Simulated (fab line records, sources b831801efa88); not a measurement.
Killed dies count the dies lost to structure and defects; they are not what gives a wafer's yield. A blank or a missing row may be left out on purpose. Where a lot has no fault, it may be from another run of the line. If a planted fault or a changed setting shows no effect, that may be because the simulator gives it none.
Which of the tools did it? | flow sky130 | 12 lots, 36 wafers sampled, at 5 steps of a route of 708

## WHAT EACH GAUGE READ, for each wafer
SKY_POLY_CUT_CD_MEAS_08: target cd 270 nm.
lot  | measured     | on        | cd nm (nm)
L478 | day 24 06:05 | cd sem-01 | 269.2 268.8 269.5
L480 | day 24 23:16 | cd sem-02 | 268.9 268.6 269.0
L482 | day 26 03:28 | cd sem-01 | 269.5 268.7 268.5
L483 | day 26 04:17 | cd sem-02 | 269.0 267.6 268.8
L485 | day 27 05:12 | cd sem-02 | 270.1 270.1 269.4
L487 | day 27 17:55 | cd sem-02 | 270.5 268.9 269.0
L493 | day 29 23:26 | cd sem-02 | 268.7 271.8 270.8
L494 | day 30 17:49 | cd sem-01 | 270.5 270.3 271.6
L496 | day 30 19:19 | cd sem-01 | 270.2 271.8 270.0
L497 | day 30 21:09 | cd sem-01 | 273.8 273.2 271.7
L499 | day 31 18:49 | cd sem-02 | 270.2 269.9 271.6
L501 | day 32 02:34 | cd sem-01 | 269.2 268.1 267.8

SKY_POLY_CUT_OVL_MEAS_09.
lot  | measured     | on         | POLY_CUT_OVL (nm)
L478 | day 24 06:11 | overlay-02 | 3 6 7
L480 | day 24 23:23 | overlay-01 | 4 -2 -4
L482 | day 26 03:35 | overlay-01 | 9 6 4
L483 | day 26 04:24 | overlay-02 | 2 -2 2
L485 | day 27 05:19 | overlay-02 | 6 10 2
L487 | day 27 18:02 | overlay-01 | 8 12 10
L493 | day 29 23:32 | overlay-01 | 3 8 3
L494 | day 30 17:56 | overlay-02 | 2 7 6
L496 | day 30 19:24 | overlay-01 | 10 2 3
L497 | day 30 21:16 | overlay-02 | 8 5 6
L499 | day 31 18:56 | overlay-02 | 3 1 -1
L501 | day 32 02:41 | overlay-01 | -1 2 -7

SKY_SD_N_RS_MEAS_18: measures by four-point-probe.
lot  | measured     | on            | RES_XHIGH_RS (ohm/sq)
L478 | day 27 21:52 | film metro-01 | 333.7 333.7 332.7
L480 | day 28 14:52 | film metro-02 | 331.5 331.4 333.3
L482 | day 29 17:30 | film metro-01 | 330.8 330.5 331.3
L483 | day 29 19:12 | film metro-02 | 334.3 333.3 333.6
L485 | day 30 19:21 | film metro-03 | 333.6 333.3 331.7
L487 | day 31 08:10 | film metro-03 | 333.9 334.1 334.1
L493 | day 33 11:34 | film metro-02 | 333.7 333.8 334.2
L494 | day 34 06:14 | film metro-01 | 333.1 333.7 332.8
L496 | day 34 06:30 | film metro-03 | 334.7 334.4 335.0
L497 | day 34 08:40 | film metro-01 | 332.7 332.3 333.2
L499 | day 35 06:03 | film metro-01 | 331.8 332.5 330.6
L501 | day 35 12:25 | film metro-02 | 331.8 332.8 333.1

SKY_LI_CONTACT_THK_MEAS_01.
lot  | measured     | on            | LI_CONTACT_HDPCVD_THK (nm)
L478 | day 27 22:05 | film metro-02 | 960 948 946
L480 | day 28 15:07 | film metro-01 | 947 961 946
L482 | day 29 17:44 | film metro-01 | 943 949 936
L483 | day 29 19:26 | film metro-01 | 940 948 931
L485 | day 30 19:35 | film metro-02 | 1184 1184 1178
L487 | day 31 08:24 | film metro-03 | 1179 1192 1189
L493 | day 33 11:47 | film metro-02 | 913 933 930
L494 | day 34 06:28 | film metro-02 | 928 933 939
L496 | day 34 06:43 | film metro-01 | 935 946 934
L497 | day 34 08:54 | film metro-01 | 937 934 922
L499 | day 35 06:17 | film metro-02 | 943 944 949
L501 | day 35 12:39 | film metro-03 | 932 940 930

## WHICH TOOL RAN EACH LOT (tool, then ch and the chambers of the sampled wafers, then the start)
lot  | SKY_LI_CONTACT_HDPCVD_00
L478 | hdpcvd-01 ch 0,1, day 27 21:58
L480 | hdpcvd-01 ch 0,2, day 28 15:01
L482 | hdpcvd-01 ch 0,1,2, day 29 17:38
L483 | hdpcvd-01 ch 0,1,2, day 29 19:20
L485 | hdpcvd-01 ch 0,1,2, day 30 19:29
L487 | hdpcvd-01 ch 0,1,2, day 31 08:18
L493 | hdpcvd-02 ch 0,2, day 33 11:41
L494 | hdpcvd-01 ch 0,1,2, day 34 06:22
L496 | hdpcvd-02 ch 0,1, day 34 06:36
L497 | hdpcvd-02 ch 0,1,2, day 34 08:47
L499 | hdpcvd-01 ch 0,1, day 35 06:11
L501 | hdpcvd-01 ch 0,1,2, day 35 12:33
- SKY_LI_CONTACT_HDPCVD_00: deposits PSG, target thk 930 nm, time 155 s.

## WHAT THE TOOLS THEMSELVES READ (means of the sampled wafers that have a number; where no wafer has one, the mark that the record gives instead)
SKY_LI_CONTACT_HDPCVD_00.
lot  | tool      | run length s (s) | susceptor temp C (C)
L478 | hdpcvd-01 | 183.1            | 599.97
L480 | hdpcvd-01 | 182.5            | 600.02
L482 | hdpcvd-01 | 182.6            | 599.80
L483 | hdpcvd-01 | 182.8            | 599.92
L485 | hdpcvd-01 | 223.1            | 600.00
L487 | hdpcvd-01 | 223.1            | 600.14
L493 | hdpcvd-02 | 182.7            | 600.06
L494 | hdpcvd-01 | 183.0            | 599.99
L496 | hdpcvd-02 | 182.5            | 599.97
L497 | hdpcvd-02 | 182.5            | 600.27
L499 | hdpcvd-01 | 183.0            | 599.93
L501 | hdpcvd-01 | 182.6            | 599.72

## THE ANSWER, worked out from the rows above alone
Rule: usual is defined by the lots themselves. Put in order of their means at a reading, lots are off if they are a third of the lots or fewer, leave a main group of 4 or more, and stand apart from it by a gap of 3 or more times the standard deviation of the main group's means; of several such gaps the widest counts. A main group is skipped when, at the precision printed for the reading in the tables above, its means are all equal. A lot without any number at a reading at which 4 lots or more have one is off too. Where the step has rows for the other lots, those lots are counted as sound. After the gauges, taken in route order, come the tools' own readings; for these a lot's mean is taken, as printed above. At the first step where some lot is off, the reading lying furthest off is the one used; lots without a number count as furthest.
Off: L485, L487, at SKY_LI_CONTACT_THK_MEAS_01 (LI_CONTACT_HDPCVD_THK). The main group: mean 939 nm, standard deviation 8.2.
If a tool, at a process step before that reading, ran all the lots that are off and no sound lot after the first of them, it fits. Not tried: the gauges at SKY_LI_CONTACT_THK_MEAS_01; whatever is off there is also off at SKY_LI_CONTACT_HDPCVD_00, on other tools, and gauge error can't account for it. Not one of the candidates tried fits.

## WHAT HAD BEEN PUT IN BY THE SIMULATOR
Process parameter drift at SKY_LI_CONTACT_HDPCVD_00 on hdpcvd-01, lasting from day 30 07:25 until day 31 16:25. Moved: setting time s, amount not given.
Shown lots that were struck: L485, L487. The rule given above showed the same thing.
